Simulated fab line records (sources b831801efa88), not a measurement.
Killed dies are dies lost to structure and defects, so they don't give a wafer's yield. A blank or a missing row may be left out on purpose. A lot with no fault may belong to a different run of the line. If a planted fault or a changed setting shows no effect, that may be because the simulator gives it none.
Which tool is to blame? + flow sky130 + Sampling: 12 lots, 36 wafers, 6 of 708 route steps

## WHAT EACH GAUGE READ, for each wafer
SKY_SONOS_ONO_THK_MEAS_05. Usual: SONOS_ONO_CVD_04_THK gives 5.76 nm (standard deviation 0.1).
| lot  | measured     | on            | SONOS_ONO_CVD_04_THK (nm) | flag |
|------|--------------|---------------|---------------------------|------|
| L986 | day 11 16:25 | film_metro-01 | 5.72 5.87 5.81            |      |
| L988 | day 12 15:29 | film_metro-02 | 5.57 5.59 5.68            |      |
| L990 | day 13 10:31 | film_metro-02 | 5.84 5.79 5.78            |      |
| L991 | day 13 10:31 | film_metro-03 | 5.86 5.89 5.97            |      |
| L999 | day 16 03:21 | film_metro-01 | 5.93 5.94 5.81            |      |
| L100 | day 16 18:29 | film_metro-03 | 5.90 5.92 5.82            |      |
| L102 | day 18 12:59 | film_metro-02 | 5.76 5.71 5.74            |      |
| L104 | day 18 15:49 | film_metro-02 | 5.83 5.80 5.85            |      |
| L106 | day 18 22:02 | film_metro-02 | 5.75 5.81 5.81            |      |
| L105 | day 18 23:55 | film_metro-01 | 5.81 5.95 5.81            |      |
| L108 | day 19 07:09 | film_metro-01 | 5.74 5.79 5.78            |      |
| L107 | day 19 08:24 | film_metro-02 | 5.85 5.76 5.78            |      |

SKY_POLY_GATE_THK_MEAS_01. Usual: POLY_GATE_CVD_00_THK gives 179.6 nm (standard deviation 2.1).
| lot  | measured     | on            | POLY_GATE_CVD_00_THK (nm)           | flag |
|------|--------------|---------------|-------------------------------------|------|
| L986 | day 13 23:41 | film_metro-04 | 184.1 184.2 185.6                   |      |
| L988 | day 15 00:42 | film_metro-04 | 179.4 179.3 178.5                   |      |
| L990 | day 15 20:22 | film_metro-04 | 121.3 120.6 120.6 121.3 120.6 120.4 | OFF  |
| L991 | day 15 23:33 | film_metro-04 | 123.5 125.5 123.0 123.4 125.5 123.1 | OFF  |
| L999 | day 18 19:34 | film_metro-03 | 175.9 176.5 175.1                   |      |
| L100 | day 19 11:07 | film_metro-03 | 179.9 180.4 179.5                   |      |
| L102 | day 21 07:28 | film_metro-03 | 177.7 178.8 178.9                   |      |
| L104 | day 21 11:11 | film_metro-03 | 177.7 178.1 178.5                   |      |
| L106 | day 21 17:29 | film_metro-04 | 177.0 178.4 176.9                   |      |
| L105 | day 21 21:12 | film_metro-04 | 179.9 180.7 181.0                   |      |
| L108 | day 22 00:47 | film_metro-02 | 180.7 180.0 181.8                   |      |
| L107 | day 22 03:19 | film_metro-04 | 178.1 180.0 179.5                   |      |

SKY_POLY_GATE_THK_MEAS_21. Usual: POLY_GATE_OXIDATION_THK gives 3.99 nm (standard deviation 0.1).
| lot  | measured     | on            | POLY_GATE_OXIDATION_THK (nm) | flag |
|------|--------------|---------------|------------------------------|------|
| L986 | day 16 10:34 | film_metro-03 | 4.06 3.99 4.08               |      |
| L988 | day 17 14:38 | film_metro-04 | 3.87 3.87 3.93               |      |
| L990 | day 18 11:43 | film_metro-03 | 4.09 4.09 4.08               |      |
| L991 | day 18 15:29 | film_metro-04 | 3.94 4.04 4.03               |      |
| L999 | day 21 12:50 | film_metro-02 | 4.08 4.15 4.14               |      |
| L100 | day 22 05:25 | film_metro-03 | 4.08 4.02 4.10               |      |
| L102 | day 24 04:05 | film_metro-02 | 4.08 4.16 4.07               |      |
| L104 | day 24 04:06 | film_metro-03 | 3.89 3.89 3.83               |      |
| L106 | day 24 08:23 | film_metro-02 | 4.12 4.11 3.99               |      |
| L105 | day 24 13:41 | film_metro-04 | 4.03 4.10 4.03               |      |
| L108 | day 24 16:52 | film_metro-04 | 4.09 4.08 4.14               |      |
| L107 | day 24 18:50 | film_metro-04 | 3.93 3.98 3.91               |      |

SKY_POLY_GATE_CD_MEAS_22. Usual: cd_nm 149.3 nm, standard deviation 2.5.
| lot  | measured     | on        | cd_nm (nm)        | flag |
|------|--------------|-----------|-------------------|------|
| L986 | day 16 10:38 | cd_sem-01 | 152.5 151.1 149.1 |      |
| L988 | day 17 14:42 | cd_sem-01 | 149.9 144.6 145.3 |      |
| L990 | day 18 11:46 | cd_sem-01 | 153.0 153.1 147.1 |      |
| L991 | day 18 15:32 | cd_sem-01 | 147.8 144.0 147.9 |      |
| L999 | day 21 12:53 | cd_sem-02 | 151.9 150.7 150.8 |      |
| L100 | day 22 05:28 | cd_sem-01 | 149.0 150.7 148.5 |      |
| L102 | day 24 04:08 | cd_sem-02 | 150.9 150.5 153.6 |      |
| L104 | day 24 04:19 | cd_sem-02 | 149.1 152.1 150.0 |      |
| L106 | day 24 08:29 | cd_sem-02 | 150.8 149.2 151.2 |      |
| L105 | day 24 13:45 | cd_sem-01 | 146.4 146.6 148.8 |      |
| L108 | day 24 16:56 | cd_sem-01 | 143.3 149.1 146.3 |      |
| L107 | day 24 18:54 | cd_sem-01 | 151.6 149.5 153.8 |      |

## EACH LOT AND THE TOOL THAT RAN IT (in order: tool; ch and the chambers of the sampled wafers; start)
| lot  | SKY_POLY_GATE_CVD_00        | SKY_POLY_GATE_ETCH_17            |
|------|-----------------------------|----------------------------------|
| L986 | lpcvd-01 ch 0, day 13 21:53 | rie_si-01 ch 0,1,3, day 16 08:01 |
| L988 | lpcvd-01 ch 1, day 14 23:30 | rie_si-02 ch 1,2, day 17 12:58   |
| L990 | lpcvd-01 ch 1, day 15 19:10 | rie_si-02 ch 0,2,3, day 18 08:07 |
| L991 | lpcvd-01 ch 1, day 15 21:45 | rie_si-02 ch 1,2,3, day 18 12:09 |
| L999 | lpcvd-01 ch 0, day 18 18:22 | rie_si-01 ch 0,2,3, day 21 11:22 |
| L100 | lpcvd-01 ch 1, day 19 09:55 | rie_si-02 ch 0,2,3, day 22 03:15 |
| L102 | lpcvd-01 ch 0, day 21 05:40 | rie_si-02 ch 1,3, day 23 23:13   |
| L104 | lpcvd-01 ch 0, day 21 09:59 | rie_si-02 ch 1,3, day 24 01:01   |
| L106 | lpcvd-01 ch 1, day 21 16:16 | rie_si-01 ch 0,3, day 24 06:55   |
| L105 | lpcvd-01 ch 0, day 21 19:59 | rie_si-02 ch 0,3, day 24 12:13   |
| L108 | lpcvd-01 ch 1, day 21 23:35 | rie_si-01 ch 0,3, day 24 14:37   |
| L107 | lpcvd-01 ch 0, day 22 02:07 | rie_si-02 ch 1,2,3, day 24 16:04 |
- SKY_POLY_GATE_CVD_00: deposits poly-Si, target thk 180 nm, time 720 s.
- SKY_POLY_GATE_ETCH_17: etches poly-Si in HBr/Cl2, stops on SiO2, target depth 180 nm, time 70.5 s.

## WHAT THE TOOLS THEMSELVES READ (means of the sampled wafers that have a number; where no wafer has one, the mark that the record gives instead)
SKY_POLY_GATE_ETCH_17. Usual: HBr_flow_sccm 150.0 sccm, standard deviation 0.5; drypump_motor_current_A 6.0 A, standard deviation 0.33; oes_product_au 0.984 a.u., standard deviation 0.0081; throttle_valve_pct 33.684 %, standard deviation 0.0085.
| lot  | tool      | HBr_flow_sccm (sccm) | drypump_motor_current_A (A) | oes_product_au (a.u.) | throttle_valve_pct (%) | flag |
|------|-----------|----------------------|-----------------------------|-----------------------|------------------------|------|
| L986 | rie_si-01 | 149.7                | 6.4                         | 0.993                 | 33.679                 |      |
| L988 | rie_si-02 | 150.2                | 6.1                         | 0.980                 | 33.680                 |      |
| L990 | rie_si-02 | 149.9                | 5.9                         | 0.758                 | 33.684                 | OFF  |
| L991 | rie_si-02 | 150.2                | 6.0                         | 0.773                 | 33.687                 | OFF  |
| L999 | rie_si-01 | 150.2                | 6.1                         | 0.979                 | 33.683                 |      |
| L100 | rie_si-02 | 150.7                | 5.9                         | 0.983                 | 33.688                 |      |
| L102 | rie_si-02 | 149.9                | 5.8                         | 0.980                 | 33.685                 |      |
| L104 | rie_si-02 | 149.7                | 5.8                         | 0.974                 | 33.687                 |      |
| L106 | rie_si-01 | 150.2                | 6.3                         | 0.981                 | 33.684                 |      |
| L105 | rie_si-02 | 150.1                | 5.8                         | 0.991                 | 33.683                 |      |
| L108 | rie_si-01 | 150.4                | 6.3                         | 0.992                 | 33.678                 |      |
| L107 | rie_si-02 | 150.1                | 6.0                         | 0.984                 | 33.691                 |      |

## THE ANSWER, worked out from the rows above alone
Rule: a lot counts as off when the mean over its wafers that have a number is more than 3 standard deviations away from the usual mean. A lot without any number at a reading at which 4 lots or more have one is off too. The other lots that the step has rows for count as sound. The gauges are gone through in route order, then the tools' own readings, and for those a lot's mean is taken as printed above. At the first step where some lot is off, the reading lying furthest off is the one used; lots without a number count as furthest.
Off: at SKY_POLY_GATE_THK_MEAS_01 (POLY_GATE_CVD_00_THK), L990, L991.
A tool fits if, at a process step before that reading, it ran every lot that is off, and no sound lot after the first of them. The gauges at SKY_POLY_GATE_THK_MEAS_01 aren't tried: what is off there is off at SKY_POLY_GATE_ETCH_17 too, on other tools, and a gauge's error can't cause that. Not one of the candidates tried fits.

## WHAT THE SIMULATOR HAD INSERTED
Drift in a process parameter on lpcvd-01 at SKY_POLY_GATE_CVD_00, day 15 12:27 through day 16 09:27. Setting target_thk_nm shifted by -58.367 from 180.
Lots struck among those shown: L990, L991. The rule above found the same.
